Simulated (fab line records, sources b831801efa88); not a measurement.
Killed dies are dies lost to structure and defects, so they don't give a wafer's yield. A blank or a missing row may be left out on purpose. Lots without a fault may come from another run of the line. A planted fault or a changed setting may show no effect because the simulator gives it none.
Which tool did it? | flow sky130 | 6 lots, 18 wafers sampled, at 2 steps of a route of 708

WHAT THE GAUGES READ, wafer by wafer
SKY_LDD_HVN_OVL_MEAS_07.
lot  | measured     | on         | LDD_HVN_OVL (nm)
L392 | day 20 22:49 | overlay-01 | -0.5 -0.9 -1.6
L395 | day 22 08:13 | overlay-02 | 0.3 1.4 1.4
L403 | day 25 13:29 | overlay-01 | 57.5 57.8 58.5
L404 | day 26 01:21 | overlay-01 | 58.9 57.8 58.0
L409 | day 27 03:13 | overlay-01 | 0.8 1.9 2.5
L413 | day 28 07:55 | overlay-01 | -0.6 -1.6 -0.6

WHICH TOOL RAN EACH LOT (tool, then ch and the chambers of the sampled wafers, then the start)
lot  | SKY_LDD_HVN_EXPOSE_04
L392 | iline_stepper-02 ch 0, day 20 07:10
L395 | iline_stepper-01 ch 0, day 21 16:43
L403 | iline_stepper-02 ch 0, day 24 23:19
L404 | iline_stepper-02 ch 0, day 25 10:10
L409 | iline_stepper-01 ch 0, day 26 12:53
L413 | iline_stepper-01 ch 0, day 27 18:07
- SKY_LDD_HVN_EXPOSE_04: exposes mask HVNTM, target cd 700 nm.

THE ANSWER, worked out from the rows above alone
Rule: what is usual is taken from the lots themselves. Put in order of their means at a reading, lots are off if they are a third of the lots or fewer, leave a main group of 4 or more, and stand apart from it by a gap of 3 or more times the standard deviation of the main group's means; of several such gaps the widest counts. A main group whose means are all the same, to the digits that the tables above print for the reading, isn't used. A lot without any number at a reading at which 4 lots or more have one is off too. The other lots that the step has rows for count as sound.
Off: L403, L404, at SKY_LDD_HVN_OVL_MEAS_07 (LDD_HVN_OVL). The main group: mean 0.2 nm, standard deviation 1.2.
A tool fits if, at a process step before that reading, it ran every lot that is off, and no sound lot after the first of them. The gauges at SKY_LDD_HVN_OVL_MEAS_07 are tried like those tools. One fits: iline_stepper-02 at SKY_LDD_HVN_EXPOSE_04. Its last sound lot is L392 (day 20 07:10), its first lot that is off L403 (day 24 23:19): a fault that began between those two fits.

WHAT THE SIMULATOR HAD PUT IN
Scanner matching overlay: iline_stepper-02, from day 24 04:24 on, at SKY_LDD_HVN_EXPOSE_04. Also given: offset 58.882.
Lots struck among those shown: L403, L404. The rule above found the same.
